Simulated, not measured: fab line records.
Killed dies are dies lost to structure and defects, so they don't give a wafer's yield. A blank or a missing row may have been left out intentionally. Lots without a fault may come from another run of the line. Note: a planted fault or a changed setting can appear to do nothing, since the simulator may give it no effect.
Chamber matching || flow gf180mcu || cmp-01 running GF_V3_CMP_26: 4 sister chambers
The step polishes, stops on SiO2, t overpolish 15 s, target thk 0 nm. 16 wafers are shown with their chamber, then 8 later ones without.

## WAFERS WITH THEIR CHAMBER
{"wafer": "L741.2", "chamber": 3, "motor_current_A (A)": 12.6, "edge_zone_pressure_frac": 1.001, "head_pressure_psi (psi)": 3.495}
{"wafer": "L741.3", "chamber": 2, "motor_current_A (A)": 9.6, "edge_zone_pressure_frac": 0.996, "head_pressure_psi (psi)": 3.507}
{"wafer": "L741.6", "chamber": 0, "motor_current_A (A)": 12.0, "edge_zone_pressure_frac": 1.007, "head_pressure_psi (psi)": 3.503}
{"wafer": "L743.3", "chamber": 2, "motor_current_A (A)": 9.8, "edge_zone_pressure_frac": 0.995, "head_pressure_psi (psi)": 3.499}
{"wafer": "L743.5", "chamber": 1, "motor_current_A (A)": 11.7, "edge_zone_pressure_frac": 1.003, "head_pressure_psi (psi)": 3.483}
{"wafer": "L743.6", "chamber": 0, "motor_current_A (A)": 12.1, "edge_zone_pressure_frac": 0.989, "head_pressure_psi (psi)": 3.488}
{"wafer": "L744.3", "chamber": 3, "motor_current_A (A)": 12.3, "edge_zone_pressure_frac": 1.003, "head_pressure_psi (psi)": 3.509}
{"wafer": "L744.4", "chamber": 1, "motor_current_A (A)": 11.8, "edge_zone_pressure_frac": 0.998, "head_pressure_psi (psi)": 3.514}
{"wafer": "L744.6", "chamber": 3, "motor_current_A (A)": 12.2, "edge_zone_pressure_frac": 0.995, "head_pressure_psi (psi)": 3.501}
{"wafer": "L745.1", "chamber": 3, "motor_current_A (A)": 13.0, "edge_zone_pressure_frac": 1.000, "head_pressure_psi (psi)": 3.495}
{"wafer": "L745.3", "chamber": 2, "motor_current_A (A)": 10.1, "edge_zone_pressure_frac": 0.998, "head_pressure_psi (psi)": 3.503}
{"wafer": "L745.6", "chamber": 3, "motor_current_A (A)": 12.6, "edge_zone_pressure_frac": 1.005, "head_pressure_psi (psi)": 3.485}
{"wafer": "L748.1", "chamber": 0, "motor_current_A (A)": 12.5, "edge_zone_pressure_frac": 1.000, "head_pressure_psi (psi)": 3.510}
{"wafer": "L748.4", "chamber": 1, "motor_current_A (A)": 11.5, "edge_zone_pressure_frac": 0.997, "head_pressure_psi (psi)": 3.499}
{"wafer": "L748.6", "chamber": 3, "motor_current_A (A)": 12.3, "edge_zone_pressure_frac": 0.999, "head_pressure_psi (psi)": 3.504}
{"wafer": "L753.3", "chamber": 1, "motor_current_A (A)": 11.1, "edge_zone_pressure_frac": 1.003, "head_pressure_psi (psi)": 3.492}

SIGNATURES (means of the wafers above)
{"reading": "motor_current_A", "chamber 0": 12.200, "chamber 1": 11.525, "chamber 2": 9.833, "chamber 3": 12.500, "scatter within a chamber": 0.288}
{"reading": "edge_zone_pressure_frac", "chamber 0": 0.99867, "chamber 1": 1.00025, "chamber 2": 0.99633, "chamber 3": 1.00050, "scatter within a chamber": 0.00465}
{"reading": "head_pressure_psi", "chamber 0": 3.50033, "chamber 1": 3.49700, "chamber 2": 3.50300, "chamber 3": 3.49817, "scatter within a chamber": 0.0098}
Rule: a wafer lies at a distance from a chamber equal to the root of the sum of squares, over the readings, of (its reading less the chamber's mean, divided by the reading's scatter). If the next closest chamber is less than 2 further off than the closest, the wafer can't be placed; otherwise it belongs to the closest. The scatter: take each reading less its chamber's mean, square it, sum over the shown wafers, divide by the number of wafers less the number of chambers, and take the root.

## WAFERS WITHOUT THEIR CHAMBER
{"wafer": "L753.4", "motor_current_A (A)": 9.8, "edge_zone_pressure_frac": 1.006, "head_pressure_psi (psi)": 3.497}
{"wafer": "L753.6", "motor_current_A (A)": 12.2, "edge_zone_pressure_frac": 1.001, "head_pressure_psi (psi)": 3.498}
{"wafer": "L755.2", "motor_current_A (A)": 12.7, "edge_zone_pressure_frac": 0.995, "head_pressure_psi (psi)": 3.497}
{"wafer": "L755.3", "motor_current_A (A)": 10.0, "edge_zone_pressure_frac": 1.002, "head_pressure_psi (psi)": 3.495}
{"wafer": "L755.5", "motor_current_A (A)": 12.3, "edge_zone_pressure_frac": 1.002, "head_pressure_psi (psi)": 3.521}
{"wafer": "L756.3", "motor_current_A (A)": 11.8, "edge_zone_pressure_frac": 0.996, "head_pressure_psi (psi)": 3.508}
{"wafer": "L756.4", "motor_current_A (A)": 9.7, "edge_zone_pressure_frac": 1.001, "head_pressure_psi (psi)": 3.498}
{"wafer": "L756.6", "motor_current_A (A)": 9.4, "edge_zone_pressure_frac": 0.999, "head_pressure_psi (psi)": 3.497}

## EACH ONE'S CHAMBER
{"wafer": "L753.4", "from the rows above": 2, "in truth": 2}
{"wafer": "L753.6", "from the rows above": "can't be placed: 0 or 3 or 1", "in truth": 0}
{"wafer": "L755.2", "from the rows above": "can't be placed: 3 or 0", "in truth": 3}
{"wafer": "L755.3", "from the rows above": 2, "in truth": 2}
{"wafer": "L755.5", "from the rows above": "can't be placed: 0 or 3 or 1", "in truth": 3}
{"wafer": "L756.3", "from the rows above": "can't be placed: 0 or 1 or 3", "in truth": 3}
{"wafer": "L756.4", "from the rows above": 2, "in truth": 2}
{"wafer": "L756.6", "from the rows above": 2, "in truth": 2}
Correct placement for 4 of the 8. These rows do not allow placing 4 (true chamber among the candidates in 4). Wrongly placed: 0.
